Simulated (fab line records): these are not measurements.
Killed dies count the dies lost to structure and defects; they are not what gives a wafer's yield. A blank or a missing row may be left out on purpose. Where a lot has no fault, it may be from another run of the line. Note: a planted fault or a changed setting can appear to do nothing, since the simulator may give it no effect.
What tool caused it? | flow sky130 | 39 wafers from 13 lots sampled at 3 of the route's 708 steps

## WHAT EACH GAUGE READ, for each wafer
SKY_POLY_GATE_THK_MEAS_01. Usual: POLY_GATE_CVD_00_THK gives 179.7 nm (standard deviation 1.9).
lot  | measured     | on            | POLY_GATE_CVD_00_THK (nm) | flag
L374 | day 13 23:04 | film-metro-03 | 178.4 177.9 178.7         |
L375 | day 14 02:32 | film-metro-03 | 179.9 178.4 178.9         |
L376 | day 14 12:28 | film-metro-04 | 184.6 185.9 186.4         | OFF
L386 | day 18 02:34 | film-metro-03 | 180.2 179.5 180.9         |
L387 | day 18 12:19 | film-metro-04 | 182.5 180.9 180.7         |
L389 | day 19 06:06 | film-metro-01 | 179.0 180.6 178.9         |
L390 | day 19 09:25 | film-metro-03 | 178.9 178.7 180.2         |
L391 | day 20 00:35 | film-metro-01 | 183.9 183.3 181.8         |
L393 | day 20 18:44 | film-metro-03 | 178.5 179.2 178.6         |
L394 | day 21 02:53 | film-metro-03 | 180.4 180.9 182.6         |
L395 | day 21 05:53 | film-metro-03 | 181.9 182.4 182.6         |
L396 | day 21 20:07 | film-metro-04 | 180.4 178.7 179.8         |
L397 | day 22 01:05 | film-metro-03 | 179.9 179.8 179.9         |

## TOOL THAT RAN EACH LOT (tool first, then ch and the chambers of the sampled wafers, then the start)
lot  | SKY_GATE_OXIDE_STRIP_13              | SKY_POLY_GATE_CVD_00
L374 | plasma-asher-03 ch 0,1, day 13 19:28 | lpcvd-01 ch 1, day 13 21:52
L375 | plasma-asher-01 ch 0,1, day 13 21:56 | lpcvd-01 ch 1, day 14 01:19
L376 | plasma-asher-01 ch 0,1, day 14 08:12 | lpcvd-01 ch 1, day 14 10:38
L386 | plasma-asher-03 ch 0,1, day 17 23:04 | lpcvd-01 ch 0, day 18 01:22
L387 | plasma-asher-03 ch 0,1, day 18 09:22 | lpcvd-01 ch 1, day 18 11:07
L389 | plasma-asher-03 ch 0,1, day 19 02:31 | lpcvd-01 ch 1, day 19 04:54
L390 | plasma-asher-02 ch 0, day 19 06:28   | lpcvd-01 ch 1, day 19 08:13
L391 | plasma-asher-02 ch 0,1, day 19 21:39 | lpcvd-01 ch 0, day 19 23:22
L393 | plasma-asher-01 ch 0,1, day 20 15:28 | lpcvd-01 ch 0, day 20 17:32
L394 | plasma-asher-02 ch 0,1, day 20 23:52 | lpcvd-01 ch 0, day 21 01:41
L395 | plasma-asher-01 ch 0,1, day 21 02:57 | lpcvd-01 ch 1, day 21 04:40
L396 | plasma-asher-03 ch 0,1, day 21 17:10 | lpcvd-01 ch 1, day 21 18:54
L397 | plasma-asher-01 ch 0,1, day 21 21:10 | lpcvd-01 ch 1, day 21 23:53
- SKY_GATE_OXIDE_STRIP_13: strips in O2/N2.
- SKY_POLY_GATE_CVD_00: deposits poly-Si, target thk 180 nm, time 720 s.

## AS READ BY THE TOOLS THEMSELVES (means over the sampled wafers that have a number; for cases with no such wafer, the mark the record gives instead)
SKY_GATE_OXIDE_STRIP_13. Usual: drypump-motor-current-A 5.7 A, standard deviation 0.46; oes-product-au 0.716 a.u., standard deviation 0.0045; strip-time-to-endpoint-s 14.20 s, standard deviation 0.046.
lot  | tool            | drypump-motor-current-A (A) | oes-product-au (a.u.) | strip-time-to-endpoint-s (s) | flag
L374 | plasma-asher-03 | 5.7                         | 0.718                 | 14.16                        |
L375 | plasma-asher-01 | 5.2                         | 0.719                 | 14.13                        |
L376 | plasma-asher-01 | 5.4                         | 0.717                 | 14.18                        |
L386 | plasma-asher-03 | 5.7                         | 0.715                 | 14.27                        |
L387 | plasma-asher-03 | 6.0                         | 0.716                 | 14.19                        |
L389 | plasma-asher-03 | 6.0                         | 0.717                 | 14.20                        |
L390 | plasma-asher-02 | 6.4                         | 0.713                 | 14.15                        |
L391 | plasma-asher-02 | 6.0                         | 0.711                 | 14.28                        |
L393 | plasma-asher-01 | 5.2                         | 0.717                 | 14.23                        |
L394 | plasma-asher-02 | 6.2                         | 0.719                 | 14.16                        |
L395 | plasma-asher-01 | 5.2                         | 0.716                 | 14.13                        |
L396 | plasma-asher-03 | 6.0                         | 0.716                 | 14.23                        |
L397 | plasma-asher-01 | 5.2                         | 0.714                 | 14.24                        |

SKY_POLY_GATE_CVD_00. Usual: spike-tc-bottom-C 641.3 C, standard deviation 1.3; spike-tc-top-C 638.5 C, standard deviation 1.7.
lot  | tool     | spike-tc-bottom-C (C) | spike-tc-top-C (C) | flag
L374 | lpcvd-01 | 640.0                 | 637.0              |
L375 | lpcvd-01 | 640.4                 | 637.5              |
L376 | lpcvd-01 | 641.7                 | 637.4              |
L386 | lpcvd-01 | 642.9                 | 639.4              |
L387 | lpcvd-01 | 641.3                 | 638.3              |
L389 | lpcvd-01 | 640.9                 | 637.3              |
L390 | lpcvd-01 | 641.0                 | 636.9              |
L391 | lpcvd-01 | 642.3                 | 640.3              |
L393 | lpcvd-01 | 643.0                 | 641.2              |
L394 | lpcvd-01 | 642.2                 | 640.9              |
L395 | lpcvd-01 | 639.5                 | 637.1              |
L396 | lpcvd-01 | 641.0                 | 636.8              |
L397 | lpcvd-01 | 641.8                 | 637.1              |

## THE ANSWER, worked out from the rows above alone
Rule: take the mean of a lot's wafers that have a number; if it is more than 3 standard deviations from the usual mean, the lot is off. A lot without any number at a reading at which 4 lots or more have one is off too. All remaining lots with rows at the step are treated as sound. The gauges are gone through in route order, then the tools' own readings, and for those a lot's mean is taken as printed above. The first step at which some lot is off is used, and at that step the reading that is off furthest; a lot without a number counts as furthest.
Off: L376, seen at SKY_POLY_GATE_THK_MEAS_01 (POLY_GATE_CVD_00_THK).
If a tool, at a process step before that reading, ran all the lots that are off and no sound lot after the first of them, it fits. Those tools and the gauges at SKY_POLY_GATE_THK_MEAS_01 are tried in the same way. No candidate that was tried fits.

## WHAT THE SIMULATOR PUT IN
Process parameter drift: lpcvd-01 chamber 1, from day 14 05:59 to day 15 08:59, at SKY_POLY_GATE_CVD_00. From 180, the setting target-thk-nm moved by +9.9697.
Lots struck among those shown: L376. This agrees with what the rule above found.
